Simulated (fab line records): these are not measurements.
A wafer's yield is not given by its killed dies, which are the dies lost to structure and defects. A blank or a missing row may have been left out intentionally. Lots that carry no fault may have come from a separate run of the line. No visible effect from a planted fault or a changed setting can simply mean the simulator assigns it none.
fab line records -- flow sky130 -- part 1 of 2: steps 1 to 30 of 39
record lots=5, wafers=15, last_day=49
route steps=708 shown METAL4@621 VIA4@639
lots that met no fault: from a run of the same line without faults
start_h: hours from the record's first day to the start of the lot's first wafer shown -- wait_h: time in hours since the lot's previous step -- " unchanged from the row above -- L1.1+2: one row covering several wafers at once -- - no value, or no start given -- * or withheld: withheld -- < > ~ a bound
route shown NAME@n: a module of which the file shows steps, and the number in the route of the first -- usual: mean/standard deviation taken from wafers without a fault -- same: alike in all rows -- chamber/n: place in a boat -- sites: the reading at each site -- _std_site: standard deviation across them -- _edge_site: the outer-site mean with the inner-site mean subtracted -- radius_mm: for every site, how far away it sits from the centre of the wafer -- mask NAME#n: copy n -- behind: the tool/chamber that last shaped the wafer -- hold: why the lot was held/for how many hours/how that ended -- device: whichever transistor did not switch (one of n, p or np) -- end of line: at the end of the route, the tests of the same wafers -- a step with no rows: only its recipe -- killed: dies that structure and defects cost at the first sort, which is not the same as the wafer's yield -- map: the dies of a wafer, with x for killed, . for not killed, _ for no die there
set.NAME: the setting that was run; set.NAME@STEP: the one run at that earlier step -- model.NAME: the simulator's own value behind a step, which no gauge read
lots seen at some steps along the route; tables by step, rows by wafer
services: from which hour (start_h, from the record's first day; less than 0 if before it) a tool's chamber was out of use, for how many hours, and why
## steps
# step SKY_METAL4_DEHYDRATE_05
# recipe temp_c=200, time_s=60
lot.wafer,tool,chamber,start_h,wait_h
L077.1+3+6,litho_track-01,0,990.38,11.0
L083.1+2+5,litho_track-01,0,1034.08,11.4
L086.2+3+4,litho_track-01,0,1044.41,10.0
L090.1+5+6,litho_track-03,0,1076.99,10.6
L092.2+4+6,litho_track-03,0,1085.46,9.8
# step SKY_METAL4_HMDS_06
# recipe prime_time_s=60, prime_temp_c=120
lot.wafer,tool,chamber,start_h,wait_h
L077.1+3+6,litho_track-01,0,990.53,0.1
L083.1+2+5,litho_track-01,0,1034.23,0.1
L086.2+3+4,litho_track-01,0,1044.56,0.1
L090.1+5+6,litho_track-03,0,1077.14,0.1
L092.2+4+6,litho_track-03,0,1085.61,0.1
# step SKY_METAL4_COAT_07
# recipe resist=BARC, temp_c=withheld, time_s=withheld, spin_rpm=3000, resist_thk_nm=60
lot.wafer,tool,chamber,start_h,wait_h
L077.1+3+6,litho_track-01,0,990.68,0.1
L083.1+2+5,litho_track-01,0,1034.38,0.1
L086.2+3+4,litho_track-01,0,1044.71,0.1
L090.1+5+6,litho_track-03,0,1077.29,0.1
L092.2+4+6,litho_track-03,0,1085.76,0.1
# step SKY_METAL4_COAT_08
# recipe resist=KrF-thick, spin_rpm=3000, resist_thk_nm=1140
lot.wafer,tool,chamber,start_h,wait_h
L077.1+3+6,litho_track-01,0,-,-
L083.1+2+5,litho_track-01,0,-,-
L086.2+3+4,litho_track-01,0,-,-
L090.1+5+6,litho_track-03,0,-,-
L092.2+4+6,litho_track-03,0,-,-
# step SKY_METAL4_SOFTBAKE_09
# recipe temp_c=100, time_s=90, resist=KrF-thick
lot.wafer,tool,chamber,start_h,wait_h
L077.1+3+6,litho_track-01,0,-,-
L083.1+2+5,litho_track-01,0,-,-
L086.2+3+4,litho_track-01,0,-,-
L090.1+5+6,litho_track-03,0,-,-
L092.2+4+6,litho_track-03,0,-,-
# step SKY_METAL4_EXPOSE_10
# recipe mask_id=MM4, na=0.68, source_shape=annular, sigma_inner=0.4, sigma_outer=0.8, target_cd_nm=300, dose_mj=28
lot.wafer,tool,chamber,start_h,wait_h,mask
L077.1+3+6,krf_scanner-01,0,-,-,MM4#0
L083.1+2+5,krf_scanner-02,0,-,-,MM4#0
L086.2+3+4,krf_scanner-02,0,-,-,MM4#0
L090.1+5+6,krf_scanner-01,0,-,-,MM4#0
L092.2+4+6,krf_scanner-01,0,-,-,MM4#0
# step SKY_METAL4_PEB_11
# recipe peb_temp_c=withheld, peb_time_s=withheld, resist=KrF-thick
lot.wafer,tool,chamber,start_h,wait_h
L077.1+3+6,litho_track-01,0,-,-
L083.1+2+5,litho_track-02,0,-,-
L086.2+3+4,litho_track-03,0,-,-
L090.1+5+6,litho_track-02,0,-,-
L092.2+4+6,litho_track-01,0,-,-
# step SKY_METAL4_DEVELOP_12
# recipe develop_time_s=60, resist=KrF-thick, dev_temp_c=21
lot.wafer,tool,chamber,start_h,wait_h
L077.1+3+6,litho_track-01,0,-,-
L083.1+2+5,litho_track-02,0,-,-
L086.2+3+4,litho_track-03,0,-,-
L090.1+5+6,litho_track-02,0,-,-
L092.2+4+6,litho_track-01,0,-,-
# step SKY_METAL4_CD_MEAS_13
# recipe target_cd_nm=300
# usual cd_nm=299.7/1.4
lot.wafer,tool,chamber,start_h,wait_h,cd_nm
L077.1,cd_sem-01,-,1003.63,-,299.3
L077.3,cd_sem-01,-,1003.63,-,299.4
L077.6,cd_sem-01,-,1003.63,-,300.8
L083.1,cd_sem-02,-,1045.73,-,300.4
L083.2,cd_sem-02,-,1045.73,-,301.7
L083.5,cd_sem-02,-,1045.73,-,299.0
L086.2,cd_sem-01,-,1056.56,-,297.1
L086.3,cd_sem-01,-,1056.56,-,297.7
L086.4,cd_sem-01,-,1056.56,-,298.1
L090.1,cd_sem-02,-,1087.35,-,301.0
L090.5,cd_sem-02,-,1087.35,-,299.3
L090.6,cd_sem-02,-,1087.35,-,301.5
L092.2,cd_sem-02,-,1096.35,-,300.0
L092.4,cd_sem-02,-,1096.35,-,299.7
L092.6,cd_sem-02,-,1096.35,-,298.5
# step SKY_METAL4_OVL_MEAS_14
# usual METAL4_OVL=0/5
lot.wafer,tool,chamber,start_h,wait_h,METAL4_OVL[nm]
L077.1,overlay-01,-,1003.75,0.1,-4
L077.3,overlay-01,-,1003.75,0.1,-6
L077.6,overlay-01,-,1003.75,0.1,3
L083.1,overlay-01,-,1045.85,0.1,0
L083.2,overlay-01,-,1045.85,0.1,2
L083.5,overlay-01,-,1045.85,0.1,-5
L086.2,overlay-01,-,1056.66,0.1,-2
L086.3,overlay-01,-,1056.66,0.1,-7
L086.4,overlay-01,-,1056.66,0.1,-1
L090.1,overlay-01,-,1087.47,0.1,7
L090.5,overlay-01,-,1087.47,0.1,0
L090.6,overlay-01,-,1087.47,0.1,1
L092.2,overlay-02,-,1096.46,0.1,14
L092.4,overlay-02,-,1096.46,0.1,5
L092.6,overlay-02,-,1096.46,0.1,12
# step SKY_METAL4_DESCUM_15
# recipe chemistry=O2, source_power_w=150, bias_power_w=0, pressure_mtorr=10, temp_c=40, time_s=8
# usual chamber_pressure_mTorr=10.002/0.01, drypump_motor_current_A=5.49/0.24, oes_product_au=1.000/0.012, rf_fwd_power_W=147.5/0.84
lot.wafer,tool,chamber,start_h,wait_h,chamber_pressure_mTorr,drypump_motor_current_A,oes_product_au,rf_fwd_power_W,rf_hours_counter_h
L077.1,rie_metal-01,1,1003.79,0.0,9.981,5.24,1.003,147.6,8
L077.3,rie_metal-01,1,1003.79,0.0,10.020,5.25,1.007,148.2,-
L077.6,rie_metal-01,1,1003.79,0.0,10.010,5.23,1.000,148.4,-
L083.1,rie_metal-04,0,1045.89,0.0,10.000,5.27,0.988,146.4,6
L083.2,rie_metal-04,1,1045.89,0.0,10.017,5.37,0.998,148.5,8
L083.5,rie_metal-04,1,1045.89,0.0,10.009,5.37,1.002,147.5,-
L086.2,rie_metal-03,1,1056.69,0.0,10.002,5.80,0.996,148.1,7
L086.3,rie_metal-03,0,1056.69,0.0,10.022,5.64,1.006,147.8,-
L086.4,rie_metal-03,1,1056.69,0.0,10.000,5.82,0.999,148.1,-
L090.1,rie_metal-03,0,1087.51,0.0,9.985,5.68,1.009,147.8,12
L090.5,rie_metal-03,0,1087.51,0.0,9.984,5.68,1.016,149.1,-
L090.6,rie_metal-03,1,1087.51,0.0,10.014,5.83,0.981,148.8,-
L092.2,rie_metal-04,0,1096.50,0.0,10.016,5.30,0.993,145.9,-
L092.4,rie_metal-04,0,1096.50,0.0,10.012,5.30,0.989,145.9,-
L092.6,rie_metal-04,0,1096.50,0.0,10.003,5.31,0.990,145.8,-
# step SKY_METAL4_ETCH_16
# recipe chemistry=N2/H2, target=BARC, ion_energy_ev=200, bias_w=100, pressure_mtorr=30, n2_flow_sccm=100, h2_flow_sccm=200, icp_w=500, stop_on=SiO2, time_s=88.2, target_depth_a=600
# usual chamber_pressure_mTorr=30.002/0.027, drypump_motor_current_A=5.49/0.24, h2_flow_sccm=200.0/0.54, oes_product_au=0.626/0.0046, rf_fwd_power_W=497.2/2, throttle_valve_pct=13.206/0.0088
lot.wafer,tool,chamber,start_h,wait_h,chamber_pressure_mTorr,drypump_motor_current_A,h2_flow_sccm,oes_product_au,rf_fwd_power_W,rf_hours_counter_h,throttle_valve_pct
L077.1,rie_metal-01,1,1003.85,0.1,30.022,5.26,199.9,0.625,498.9,8,13.208
L077.3,rie_metal-01,1,1003.85,0.1,29.939,5.27,199.8,0.630,499.8,-,13.202
L077.6,rie_metal-01,1,1003.85,0.1,30.016,5.25,199.8,0.629,499.3,-,13.209
L083.1,rie_metal-04,0,1045.92,0.0,29.995,5.30,200.3,0.626,497.8,6,13.220
L083.2,rie_metal-04,1,1045.92,0.0,29.993,5.41,199.5,0.624,497.0,8,13.228
L083.5,rie_metal-04,1,1045.92,0.0,29.979,5.38,199.8,0.630,496.2,-,13.216
L086.2,rie_metal-03,1,1056.73,0.0,30.053,5.83,201.0,0.628,498.2,7,13.214
L086.3,rie_metal-03,0,1056.73,0.0,30.005,5.70,199.5,0.638,500.8,-,13.210
L086.4,rie_metal-03,1,1056.73,0.0,29.986,5.82,200.5,0.628,495.5,-,13.207
L090.1,rie_metal-03,0,1087.54,0.0,29.987,5.66,200.0,0.630,497.8,12,13.202
L090.5,rie_metal-03,0,1087.54,0.0,30.011,5.66,200.5,0.634,498.5,-,13.200
L090.6,rie_metal-03,1,1087.54,0.0,29.990,5.83,200.1,0.629,498.2,-,13.213
L092.2,rie_metal-04,0,1096.58,0.1,30.009,5.28,199.5,0.633,494.9,-,13.202
L092.4,rie_metal-04,0,1096.58,0.1,30.020,5.29,200.3,0.625,495.5,-,13.198
L092.6,rie_metal-04,0,1096.58,0.1,30.041,5.27,200.3,0.614,492.9,-,13.192
# step SKY_METAL4_ETCH_17
# recipe target=SiO2, stop_on=TiN, chemistry=C4F8/O2/Ar, source_w=1500, bias_w=1200, pressure_mtorr=40, c4f8_flow_sccm=withheld, O2_flow_sccm=6, Ar_flow_sccm=300, time_s=3.9, target_depth_a=150
# usual chamber_pressure_mTorr=39.99/0.033, oes_product_au=0.755/0.0075, rf_fwd_power_W=1471/6.8
lot.wafer,tool,chamber,start_h,wait_h,chamber_pressure_mTorr,oes_product_au,rf_fwd_power_W,rf_hours_counter_h
L077.1,rie_diel-02,1,1004.05,0.2,40.03,0.746,1464,5
L077.3,rie_diel-02,3,1004.05,0.2,39.99,0.761,1477,13
L077.6,rie_diel-02,0,1004.05,0.2,40.03,0.752,1479,-
L083.1,rie_diel-03,3,1046.02,0.1,39.96,0.756,1484,8
L083.2,rie_diel-03,1,1046.02,0.1,39.97,0.746,1477,9
L083.5,rie_diel-03,3,1046.02,0.1,39.99,0.752,1477,-
L086.2,rie_diel-02,2,1056.82,0.1,39.98,0.757,1467,11
L086.3,rie_diel-02,0,1056.82,0.1,40.02,0.759,1478,2
L086.4,rie_diel-02,1,1056.82,0.1,40.01,0.759,1462,6
L090.1,rie_diel-03,3,1087.64,0.1,39.93,0.760,1480,10
L090.5,rie_diel-03,0,1087.64,0.1,39.97,0.771,1473,-
L090.6,rie_diel-03,3,1087.64,0.1,40.02,0.772,1475,-
L092.2,rie_diel-03,2,1096.75,0.1,39.99,0.757,1464,1
L092.4,rie_diel-03,3,1096.75,0.1,40.07,0.767,1478,10
L092.6,rie_diel-03,0,1096.75,0.1,40.02,0.755,1480,-
# step SKY_METAL4_METAL_ETCH_18
# recipe target_depth_a=8450, stop_on=SiO2, over_etch_frac=0.2919, time_s=183.1, chemistry=Cl2/BCl3, resist_sidewall_deg=88, pressure_mtorr=10, icp_w=900, bias_w=48.5, Cl2_flow_sccm=60, bcl3_flow_sccm=30
# usual chamber_pressure_mTorr=10.001/0.0087, drypump_motor_current_A=5.40/0.23, oes_product_au=0.873/0.0074, rf_fwd_power_W=897/3.1, throttle_valve_pct=22.265/0.01
lot.wafer,tool,chamber,start_h,wait_h,chamber_pressure_mTorr,drypump_motor_current_A,oes_product_au,rf_fwd_power_W,rf_hours_counter_h,throttle_valve_pct
L077.1,rie_metal-03,0,1004.07,0.0,10.019,5.61,0.867,896,6,22.274
L077.3,rie_metal-03,0,1004.07,0.0,9.991,5.63,0.862,898,-,22.274
L077.6,rie_metal-03,1,1004.07,0.0,9.993,5.82,0.860,896,-,22.259
L083.1,rie_metal-01,1,1046.04,0.0,10.006,5.23,0.868,894,13,22.260
L083.2,rie_metal-01,0,1046.04,0.0,9.991,5.18,0.859,893,14,22.257
L083.5,rie_metal-01,1,1046.04,0.0,10.009,5.24,0.867,895,-,22.264
L086.2,rie_metal-01,1,1056.84,0.0,10.015,5.25,0.873,895,14,22.260
L086.3,rie_metal-01,1,1056.84,0.0,9.998,5.26,0.872,897,-,22.262
L086.4,rie_metal-01,0,1056.84,0.0,10.009,5.19,0.880,895,-,22.269
L090.1,rie_metal-01,0,1087.66,0.0,9.994,5.18,0.877,893,17,22.264
L090.5,rie_metal-01,0,1087.66,0.0,9.986,5.18,0.869,899,-,22.267
L090.6,rie_metal-01,1,1087.66,0.0,10.001,5.24,0.877,895,-,22.284
L092.2,rie_metal-01,0,1096.77,0.0,9.999,5.18,0.878,899,18,22.278
L092.4,rie_metal-01,0,1096.77,0.0,10.006,5.16,0.875,905,-,22.264
L092.6,rie_metal-01,0,1096.77,0.0,9.995,5.17,0.877,897,-,22.263
# step SKY_METAL4_STRIP_19
# recipe chemistry=O2/N2, power_w=1400, pressure_mtorr=1500, platen_temp_c=withheld, o2_flow_sccm=3000, n2_flow_sccm=300, overash_fraction=0.5
# usual chamber_pressure_mTorr=1500.1/1.5, drypump_motor_current_A=5.9/0.4, oes_product_au=0.503/0.006, strip_time_to_endpoint_s=6.56/0.087
lot.wafer,tool,chamber,start_h,wait_h,chamber_pressure_mTorr,drypump_motor_current_A,oes_product_au,rf_hours_counter_h,strip_time_to_endpoint_s
L077.1,plasma_asher-01,1,1004.24,0.1,1501.4,6.1,0.493,84,6.42
L077.3,plasma_asher-01,0,1004.24,0.1,1500.3,5.7,0.499,-,6.44
L077.6,plasma_asher-01,0,1004.24,0.1,1500.5,5.7,0.511,-,6.57
L083.1,plasma_asher-01,1,1046.21,0.1,1499.2,6.1,0.506,88,6.46
L083.2,plasma_asher-01,0,1046.21,0.1,1499.1,5.7,0.504,88,6.48
L083.5,plasma_asher-01,0,1046.21,0.1,1500.4,5.7,0.492,-,6.43
L086.2,plasma_asher-02,0,1057.02,0.1,1500.1,6.2,0.502,32,6.50
L086.3,plasma_asher-02,0,1057.02,0.1,1497.9,6.2,0.502,-,6.47
L086.4,plasma_asher-02,1,1057.02,0.1,1501.2,6.5,0.499,-,6.52
L090.1,plasma_asher-01,1,1087.83,0.1,1501.5,6.1,0.507,92,6.57
L090.5,plasma_asher-01,0,1087.83,0.1,1498.6,5.7,0.504,-,6.59
L090.6,plasma_asher-01,1,1087.83,0.1,1501.3,6.1,0.502,-,6.46
L092.2,plasma_asher-02,0,1096.94,0.1,1500.5,6.2,0.505,37,6.60
L092.4,plasma_asher-02,0,1096.94,0.1,1500.8,6.2,0.510,-,6.56
L092.6,plasma_asher-02,1,1096.94,0.1,1499.2,6.5,0.506,-,6.55
# step SKY_METAL4_STRIP_20
# recipe chemistry=post_etch_residue_remover, time_s=1200, temp_c=72.5
lot.wafer,tool,chamber,start_h,wait_h
L077.1+3+6,wet_bench-04,1,1004.34,0.1
L083.1+2+5,wet_bench-04,2,1046.31,0.1
L086.2+3+4,wet_bench-01,3,1057.12,0.1
L090.1+5+6,wet_bench-04,1,1087.95,0.1
L092.2+4+6,wet_bench-03,3,1097.04,0.1
# step SKY_METAL4_CLEAN_21
# recipe chemistry=IPA, time_s=180, temp_c=25
lot.wafer,tool,chamber,start_h,wait_h
L077.1+3+6,wet_bench-03,0,1004.69,0.0
L083.1+2+5,wet_bench-03,2,1046.66,0.0
L086.2+3+4,wet_bench-04,3,1057.51,0.0
L090.1+5+6,wet_bench-03,3,1088.32,0.0
L092.2+4+6,wet_bench-04,0,1097.42,0.0
# step SKY_METAL4_CLEAN_22
# recipe chemistry=O3/DIW, dry=n2_spin
lot.wafer,tool,chamber,start_h,wait_h
L077.1+3+6,wet_bench-04,0,1004.74,0.0
L083.1+2+5,wet_bench-01,1,1046.71,0.0
L086.2+3+4,wet_bench-04,3,1057.57,0.0
L090.1+5+6,wet_bench-04,2,1088.38,0.0
L092.2+4+6,wet_bench-01,2,1097.48,0.0
# step SKY_VIA4_HDPCVD_00
# recipe material=SiO2, target_thk_nm=1750, sigma_open_frac=0.3, time_s=291.7, temp_c=400, sih4_flow_sccm=60, pressure_mtorr=6
# usual pressure_mtorr=6.000/0.012, sih4_flow_sccm=60.01/0.18
lot.wafer,tool,chamber,start_h,wait_h,pressure_mtorr,sih4_flow_sccm
L077.1,hdpcvd-02,1,1004.84,0.0,6.013,59.97
L077.3,hdpcvd-02,2,1004.84,0.0,6.004,60.18
L077.6,hdpcvd-02,2,1004.84,0.0,5.994,60.00
L083.1,hdpcvd-02,1,1046.81,0.0,5.993,60.21
L083.2,hdpcvd-02,2,1046.81,0.0,6.009,59.96
L083.5,hdpcvd-02,2,1046.81,0.0,5.990,60.14
L086.2,hdpcvd-02,1,1057.66,0.0,6.010,59.89
L086.3,hdpcvd-02,0,1057.66,0.0,6.008,59.99
L086.4,hdpcvd-02,1,1057.66,0.0,5.997,59.86
L090.1,hdpcvd-02,2,1088.48,0.0,5.994,59.74
L090.5,hdpcvd-02,2,1088.48,0.0,6.022,59.93
L090.6,hdpcvd-02,0,1088.48,0.0,6.016,59.77
L092.2,hdpcvd-02,2,1097.57,0.0,5.978,60.10
L092.4,hdpcvd-02,1,1097.57,0.0,6.003,59.94
L092.6,hdpcvd-02,0,1097.57,0.0,6.006,59.78
# step SKY_VIA4_THK_MEAS_01
# recipe reads=SiO2_of_VIA4_HDPCVD_00
# usual VIA4_HDPCVD_THK=1747/21
lot.wafer,tool,chamber,start_h,wait_h,VIA4_HDPCVD_THK[nm]
L077.1,film_metro-01,-,1005.01,0.1,1749
L077.3,film_metro-01,-,1005.01,0.1,1742
L077.6,film_metro-01,-,1005.01,0.1,1738
L083.1,film_metro-01,-,1046.99,0.1,1785
L083.2,film_metro-01,-,1046.99,0.1,1749
L083.5,film_metro-01,-,1046.99,0.1,1756
L086.2,film_metro-03,-,1057.85,0.1,1769
L086.3,film_metro-03,-,1057.85,0.1,1775
L086.4,film_metro-03,-,1057.85,0.1,1755
L090.1,film_metro-03,-,1088.66,0.1,1737
L090.5,film_metro-03,-,1088.66,0.1,1767
L090.6,film_metro-03,-,1088.66,0.1,1761
L092.2,film_metro-01,-,1097.76,0.1,1764
L092.4,film_metro-01,-,1097.76,0.1,1769
L092.6,film_metro-01,-,1097.76,0.1,1789
# step SKY_VIA4_CMP_02
# recipe material=SiO2, down_force_psi=4, platen_rpm=60, pad_velocity_m_s=0.94248
# usual edge_zone_pressure_frac=1.001/0.0052, motor_current_A=12.7/1.1, platen_rpm=59.99/0.043
lot.wafer,tool,chamber,start_h,wait_h,edge_zone_pressure_frac,motor_current_A,platen_rpm
L077.3,cmp-02,3,1005.12,0.1,0.997,13.2,60.07
L077.1,cmp-02,0,1005.12,0.1,1.006,13.8,59.97
L077.6,cmp-02,3,1005.12,0.1,1.002,12.7,60.08
L083.2,cmp-01,0,1047.10,0.1,1.007,14.6,60.05
L083.1,cmp-01,1,1047.10,0.1,0.998,13.4,60.06
L083.5,cmp-01,3,1047.10,0.1,1.004,12.1,59.99
L086.3,cmp-01,3,1057.90,0.0,0.989,10.9,59.98
L086.2,cmp-01,0,1057.90,0.0,0.996,15.1,60.05
L086.4,cmp-01,2,1057.90,0.0,1.000,12.4,60.04
L090.1,cmp-01,1,1088.84,0.2,1.004,12.8,60.06
L090.5,cmp-01,0,1088.84,0.2,1.008,15.2,59.99
L090.6,cmp-01,1,1088.84,0.2,0.997,13.1,59.99
L092.4,cmp-01,0,1097.81,0.0,0.999,14.3,60.01
L092.2,cmp-01,3,1097.81,0.0,0.996,11.1,60.01
L092.6,cmp-01,0,1097.81,0.0,0.999,14.1,59.92
# step SKY_VIA4_BOW_MEAS_03
# recipe mode=bow
# usual VIA4_BOW=79/9
lot.wafer,tool,chamber,start_h,wait_h,VIA4_BOW[um]
L077.1,film_metro-02,-,1005.37,0.1,81
L077.3,film_metro-02,-,1005.37,0.1,77
L077.6,film_metro-02,-,1005.37,0.1,96
L083.1,film_metro-03,-,1047.35,0.1,83
L083.2,film_metro-03,-,1047.35,0.1,77
L083.5,film_metro-03,-,1047.35,0.1,79
L086.2,film_metro-02,-,1058.22,0.2,73
L086.3,film_metro-02,-,1058.22,0.2,74
L086.4,film_metro-02,-,1058.22,0.2,74
L090.1,film_metro-03,-,1089.09,0.2,82
L090.5,film_metro-03,-,1089.09,0.2,85
L090.6,film_metro-03,-,1089.09,0.2,91
L092.2,film_metro-03,-,1098.13,0.1,84
L092.4,film_metro-03,-,1098.13,0.1,87
L092.6,film_metro-03,-,1098.13,0.1,76
# step SKY_VIA4_DEHYDRATE_04
# recipe temp_c=200, time_s=60
lot.wafer,tool,chamber,start_h,wait_h
L077.1+3+6,litho_track-02,0,1015.73,10.3
L083.1+2+5,litho_track-04,0,1057.82,10.5
L086.2+3+4,litho_track-04,0,1067.44,9.2
L090.1+5+6,litho_track-02,0,1099.03,9.9
L092.2+4+6,litho_track-01,0,1107.81,9.7
# step SKY_VIA4_HMDS_05
# recipe prime_time_s=60, prime_temp_c=120
lot.wafer,tool,chamber,start_h,wait_h
L077.1+3+6,litho_track-02,0,1015.88,0.1
L083.1+2+5,litho_track-04,0,1057.97,0.1
L086.2+3+4,litho_track-04,0,1067.59,0.1
L090.1+5+6,litho_track-02,0,1099.18,0.1
L092.2+4+6,litho_track-01,0,1107.96,0.1
# step SKY_VIA4_COAT_06
# recipe resist=NOVOLAK, spin_rpm=3000, resist_thk_nm=1140
lot.wafer,tool,chamber,start_h,wait_h
L077.1+3+6,litho_track-02,0,1016.03,0.1
L083.1+2+5,litho_track-04,0,1058.12,0.1
L086.2+3+4,litho_track-04,0,1067.74,0.1
L090.1+5+6,litho_track-02,0,1099.33,0.1
L092.2+4+6,litho_track-01,0,1108.11,0.1
# step SKY_VIA4_SOFTBAKE_07
# recipe temp_c=90, time_s=60, resist=NOVOLAK
lot.wafer,tool,chamber,start_h,wait_h
L077.1+3+6,litho_track-02,0,1016.18,0.1
L083.1+2+5,litho_track-04,0,1058.27,0.1
L086.2+3+4,litho_track-04,0,1067.89,0.1
L090.1+5+6,litho_track-02,0,1099.48,0.1
L092.2+4+6,litho_track-01,0,1108.26,0.1
# step SKY_VIA4_EXPOSE_08
# recipe mask_id=VIM4, na=0.6, source_shape=conventional, sigma_outer=0.6, polarization=unpolarized, target_cd_nm=800, dose_mj=132
lot.wafer,tool,chamber,start_h,wait_h,mask
L077.1+3+6,iline_stepper-01,0,-,-,VIM4#0
L083.1+2+5,iline_stepper-02,0,-,-,VIM4#0
L086.2+3+4,iline_stepper-01,0,-,-,VIM4#0
L090.1+5+6,iline_stepper-02,0,-,-,VIM4#0
L092.2+4+6,iline_stepper-01,0,-,-,VIM4#0
# step SKY_VIA4_PEB_09
# recipe temp_c=withheld, time_s=*, resist=NOVOLAK
lot.wafer,tool,chamber,start_h,wait_h
L077.1+3+6,litho_track-04,0,-,-
L083.1+2+5,litho_track-02,0,-,-
L086.2+3+4,litho_track-01,0,-,-
L090.1+5+6,litho_track-02,0,-,-
L092.2+4+6,litho_track-01,0,-,-
# step SKY_VIA4_DEVELOP_10
# recipe resist=NOVOLAK, developer=TMAH, develop_time_s=60, dev_temp_c=23
lot.wafer,tool,chamber,start_h,wait_h
L077.1+3+6,litho_track-04,0,1027.72,0.1
L083.1+2+5,litho_track-02,0,1068.18,0.1
L086.2+3+4,litho_track-01,0,1079.16,0.1
L090.1+5+6,litho_track-02,0,1108.88,0.1
L092.2+4+6,litho_track-01,0,1117.76,0.1
# step SKY_VIA4_OVL_MEAS_11
# usual VIA4_OVL=-1.1/1.5
lot.wafer,tool,chamber,start_h,wait_h,VIA4_OVL[nm]
L077.1,overlay-01,-,1027.87,0.1,-1.8
L077.3,overlay-01,-,1027.87,0.1,0.5
L077.6,overlay-01,-,1027.87,0.1,-1.7
L083.1,overlay-01,-,1068.33,0.1,0.3
L083.2,overlay-01,-,1068.33,0.1,1.2
L083.5,overlay-01,-,1068.33,0.1,0.7
L086.2,overlay-02,-,1079.29,0.1,-0.6
L086.3,overlay-02,-,1079.29,0.1,-2.1
L086.4,overlay-02,-,1079.29,0.1,-0.6
L090.1,overlay-01,-,1109.03,0.1,-1.4
L090.5,overlay-01,-,1109.03,0.1,-1.1
L090.6,overlay-01,-,1109.03,0.1,-0.5
L092.2,overlay-01,-,1117.89,0.1,0.0
L092.4,overlay-01,-,1117.89,0.1,1.2
L092.6,overlay-01,-,1117.89,0.1,2.1
